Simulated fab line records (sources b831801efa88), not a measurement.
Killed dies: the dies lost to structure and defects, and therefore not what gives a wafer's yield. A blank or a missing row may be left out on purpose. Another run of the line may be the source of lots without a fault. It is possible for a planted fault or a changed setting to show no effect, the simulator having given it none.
Chamber matching ; flow gf180mcu ; GF_STI_ETCH_13 on rie_diel-04: 4 sister chambers
The step etches the open film in CHF3/O2, stops on Si, target depth 282.31 nm, time 112.9 s. 4 wafers are shown with their chamber, then 7 later ones without.

== EACH WAFER AND ITS CHAMBER ==
wafer;chamber;drypump_motor_current_A (A)
L712.5;1;5.8
L724.4;2;6.2
L725.2;0;5.9
L725.4;3;6.5

== WAFERS WITH NO CHAMBER GIVEN ==
wafer;drypump_motor_current_A (A)
L725.6;6.3
L727.1;6.5
L727.3;5.9
L727.5;6.5
L731.1;6.5
L731.2;5.8
L731.5;5.9

== THE CHAMBER EACH PASSED THROUGH ==
wafer;from the rows above;in truth
L725.6;2;2
L727.1;3;3
L727.3;0;0
L727.5;3;3
L731.1;3;3
L731.2;1;1
L731.5;0;0
7 of 7 placed correctly. Left unplaced by these rows: 0. Placed wrongly: 0.
How it was worked out, from the rows above alone: a wafer's distance from a chamber is the root of the sum, over the readings, of the square of ((its reading less the chamber's mean) divided by the reading's scatter). The wafer belongs to the nearest chamber; if the next one is less than 2 further off, it can't be placed. A chamber's mean is the mean of its shown wafers. The scatter: root of mean squared gap, hidden wafer to nearest shown wafer, with one shown wafer a chamber.
